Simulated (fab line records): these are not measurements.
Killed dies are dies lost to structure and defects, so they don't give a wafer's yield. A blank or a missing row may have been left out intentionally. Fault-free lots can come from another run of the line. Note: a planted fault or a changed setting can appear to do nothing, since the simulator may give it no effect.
Which tool is to blame?	flow sky130	39 wafers from 13 lots sampled at 6 of the route's 708 steps

## WHAT THE GAUGES SHOWED, per wafer
SKY_SONOS_TUNNEL_OVL_MEAS_08. Usual: for SONOS_TUNNEL_OVL the level is -0.2 nm and the standard deviation is 1.4.
lot	measured	on	SONOS_TUNNEL_OVL (nm)	flag
L263	day 12 00:24	overlay-02	-0.5 -1.6 -0.7	
L264	day 12 08:38	overlay-02	1.0 -0.4 0.7	
L265	day 12 16:15	overlay-02	1.6 -0.4 0.9	
L267	day 13 03:19	overlay-01	-1.4 -0.5 -0.9	
L268	day 13 11:52	overlay-01	1.5 0.4 0.0	
L270	day 14 12:16	overlay-01	0.0 0.3 0.1	
L272	day 15 00:58	overlay-01	-1.2 -1.1 -2.4	
L280	day 17 13:36	overlay-02	-0.3 1.0 0.4	
L281	day 18 02:03	overlay-01	-2.4 -1.7 -2.5	
L282	day 18 06:48	overlay-02	0.5 0.9 0.3	
L283	day 18 20:32	overlay-02	-0.4 -0.5 0.9	
L284	day 19 04:21	overlay-01	1.4 0.2 -0.4	
L285	day 19 10:24	overlay-01	0.4 0.2 -0.4	

SKY_RES_XHIGH_TW_MEAS_09. Usual: for RES_XHIGH_TW the level is 1643 and the standard deviation is 6.5.
lot	measured	on	RES_XHIGH_TW	flag
L263	day 27 07:07	film_metro-04	1639 1651 1644	
L264	day 28 02:07	film_metro-04	1640 1639 1640	
L265	day 28 06:41	film_metro-04	1633 1643 1647	
L267	day 28 18:33	film_metro-04	1632 1644 1640	
L268	day 29 03:46	film_metro-03	1643 1640 1642	
L270	day 30 06:27	film_metro-04	30 30 30	OFF
L272	day 30 14:38	film_metro-04	1656 1662 1652	
L280	day 32 19:07	film_metro-01	1636 1640 1644	
L281	day 33 10:56	film_metro-04	1639 1646 1646	
L282	day 33 17:21	film_metro-03	1638 1644 1634	
L283	day 34 05:01	film_metro-03	1635 1639 1637	
L284	day 34 11:21	film_metro-03	1631 1634 1641	
L285	day 34 14:52	film_metro-03	1639 1633 1637	

SKY_LOCAL_INTERCONNECT_THK_MEAS_02: measures by xrf. Usual: for LOCAL_INTERCONNECT_TIN_THK the level is 99.8 nm and the standard deviation is 1.3.
lot	measured	on	LOCAL_INTERCONNECT_TIN_THK (nm)	flag
L263	day 29 19:41	film_metro-03	100.0 99.6 99.7	
L264	day 30 13:50	film_metro-04	101.8 101.6 101.5	
L265	day 30 19:22	film_metro-03	100.8 100.1 99.9	
L267	day 31 06:31	film_metro-02	99.5 99.7 99.5	
L268	day 31 15:38	film_metro-02	101.3 101.7 101.7	
L270	day 32 16:58	film_metro-04	99.4 99.3 98.3	
L272	day 33 00:22	film_metro-02	99.4 99.8 98.7	
L280	day 35 03:37	film_metro-04	99.2 99.4 99.6	
L281	day 35 19:04	film_metro-03	99.3 98.7 98.7	
L282	day 36 01:37	film_metro-02	101.9 101.9 101.2	
L283	day 36 13:50	film_metro-03	98.9 100.2 99.5	
L284	day 36 19:35	film_metro-03	100.7 100.0 100.0	
L285	day 36 22:20	film_metro-04	98.7 98.5 99.2	

## EACH LOT AND THE TOOL THAT RAN IT (in order: tool; ch and the chambers of the sampled wafers; start)
lot	SKY_SD_P_STRIP_10	SKY_RES_XHIGH_STRIP_08	SKY_LI_CONTACT_CMP_02
L263	plasma_asher-02 ch 0,1, day 26 02:35	plasma_asher-01 ch 0,1, day 27 07:01	cmp-02 ch 0,1,3, day 28 13:01
L264	plasma_asher-02 ch 0,1, day 26 21:49	plasma_asher-02 ch 0,1, day 28 02:01	cmp-01 ch 2,3, day 29 07:56
L265	plasma_asher-03 ch 0,1, day 27 01:57	plasma_asher-02 ch 1, day 28 06:35	cmp-02 ch 2,3, day 29 12:37
L267	plasma_asher-03 ch 0,1, day 27 13:49	plasma_asher-04 ch 0,1, day 28 18:28	cmp-01 ch 0,2, day 30 00:22
L268	plasma_asher-02 ch 0,1, day 27 22:53	plasma_asher-04 ch 0,1, day 29 03:40	cmp-01 ch 0,1,3, day 30 09:49
L270	plasma_asher-03 ch 0,1, day 29 01:40	plasma_asher-04 ch 0,1, day 30 06:20	cmp-02 ch 0,2, day 31 11:33
L272	plasma_asher-02 ch 0,1, day 29 10:13	plasma_asher-02 ch 0,1, day 30 14:33	cmp-02 ch 0,1, day 31 19:27
L280	plasma_asher-01 ch 0,1, day 31 15:28	plasma_asher-04 ch 0,1, day 32 19:01	cmp-01 ch 0,1,3, day 33 22:59
L281	plasma_asher-03 ch 0,1, day 32 08:00	plasma_asher-04 ch 0,1, day 33 10:50	cmp-02 ch 0,2,3, day 34 14:27
L282	plasma_asher-03 ch 0,1, day 32 14:59	plasma_asher-01 ch 0,1, day 33 17:14	cmp-01 ch 0,1,2, day 34 21:31
L283	plasma_asher-02 ch 0, day 33 02:20	plasma_asher-04 ch 0, day 34 04:55	cmp-01 ch 0,1,3, day 35 09:27
L284	plasma_asher-03 ch 0,1, day 33 08:15	plasma_asher-04 ch 0,1, day 34 11:16	cmp-02 ch 0,1,3, day 35 14:57
L285	plasma_asher-03 ch 0,1, day 33 11:35	plasma_asher-02 ch 1, day 34 14:46	cmp-01 ch 0,1,3, day 35 18:38
- SKY_SD_P_STRIP_10: strips in O2/N2.
- SKY_RES_XHIGH_STRIP_08: strips in O2/N2.
- SKY_LI_CONTACT_CMP_02: polishes PSG.

## WHAT THE TOOLS THEMSELVES READ (means of the sampled wafers that have a number; where no wafer has one, the mark that the record gives instead)
SKY_SD_P_STRIP_10. Usual: drypump_motor_current_A 5.8 A, standard deviation 0.5; oes_product_au 0.618 a.u., standard deviation 0.0048; strip_time_to_endpoint_s 17.49 s, standard deviation 0.044.
lot	tool	drypump_motor_current_A (A)	oes_product_au (a.u.)	strip_time_to_endpoint_s (s)	flag
L263	plasma_asher-02	5.4	0.621	17.51	
L264	plasma_asher-02	5.4	0.616	17.49	
L265	plasma_asher-03	6.4	0.620	17.51	
L267	plasma_asher-03	6.1	0.614	17.44	
L268	plasma_asher-02	5.4	0.620	17.49	
L270	plasma_asher-03	6.1	0.748	-	OFF
L272	plasma_asher-02	5.7	0.613	17.45	
L280	plasma_asher-01	5.6	0.622	17.46	
L281	plasma_asher-03	6.1	0.618	17.49	
L282	plasma_asher-03	6.4	0.618	17.53	
L283	plasma_asher-02	5.2	0.615	17.38	
L284	plasma_asher-03	6.5	0.618	17.50	
L285	plasma_asher-03	6.1	0.618	17.46	

SKY_RES_XHIGH_STRIP_08. Usual: drypump_motor_current_A 5.60 A, standard deviation 0.28; oes_product_au 0.711 a.u., standard deviation 0.0045; strip_time_to_endpoint_s 14.27 s, standard deviation 0.039.
lot	tool	drypump_motor_current_A (A)	oes_product_au (a.u.)	strip_time_to_endpoint_s (s)	flag
L263	plasma_asher-01	5.56	0.714	14.36	
L264	plasma_asher-02	5.69	0.711	14.27	
L265	plasma_asher-02	5.91	0.710	14.28	
L267	plasma_asher-04	5.70	0.715	14.27	
L268	plasma_asher-04	5.70	0.711	14.29	
L270	plasma_asher-04	5.70	0.713	18.81	OFF
L272	plasma_asher-02	5.68	0.708	14.31	
L280	plasma_asher-04	5.51	0.713	14.25	
L281	plasma_asher-04	5.53	0.712	14.26	
L282	plasma_asher-01	5.56	0.711	14.25	
L283	plasma_asher-04	5.33	0.711	14.28	
L284	plasma_asher-04	5.54	0.709	14.28	
L285	plasma_asher-02	5.93	0.707	14.32	

SKY_LI_CONTACT_CMP_02. Usual: motor_current_A 12.0 A, standard deviation 0.82; slurry_filter_dp_kPa 13.50 kPa, standard deviation 0.13; time_to_endpoint_s 30.2 s, standard deviation 1.8.
lot	tool	motor_current_A (A)	slurry_filter_dp_kPa (kPa)	time_to_endpoint_s (s)	flag
L263	cmp-02	11.4	13.61	33.3	
L264	cmp-01	12.6	13.50	31.0	
L265	cmp-02	12.3	13.65	28.5	
L267	cmp-01	12.2	13.38	31.5	
L268	cmp-01	12.3	13.43	30.9	
L270	cmp-02	12.7	13.49	32.3	
L272	cmp-02	11.9	13.51	29.2	
L280	cmp-01	12.1	13.48	29.5	
L281	cmp-02	11.5	13.44	30.0	
L282	cmp-01	13.1	13.51	30.1	
L283	cmp-01	12.5	13.57	27.5	
L284	cmp-02	11.1	13.49	27.7	
L285	cmp-01	12.0	13.57	29.7	

## THE ANSWER, worked out from the rows above alone
Rule: a lot counts as off when the mean over its wafers that have a number is more than 3 standard deviations away from the usual mean. A lot without any number at a reading at which 4 lots or more have one is off too. All remaining lots with rows at the step are treated as sound. First the gauges in route order, then the tools' own readings, where a lot's mean is used as printed above. At the first step where some lot is off, the reading lying furthest off is the one used; lots without a number count as furthest.
Off: L270, seen at SKY_RES_XHIGH_TW_MEAS_09 (RES_XHIGH_TW).
A tool fits if, at a process step before that reading, it ran every lot that is off, and no sound lot after the first of them. The gauges at SKY_RES_XHIGH_TW_MEAS_09 aren't tried: what is off there is off at SKY_SD_P_STRIP_10 too, on other tools, and a gauge's error can't cause that. None of those tried fits.

## WHAT THE SIMULATOR HAD PUT IN
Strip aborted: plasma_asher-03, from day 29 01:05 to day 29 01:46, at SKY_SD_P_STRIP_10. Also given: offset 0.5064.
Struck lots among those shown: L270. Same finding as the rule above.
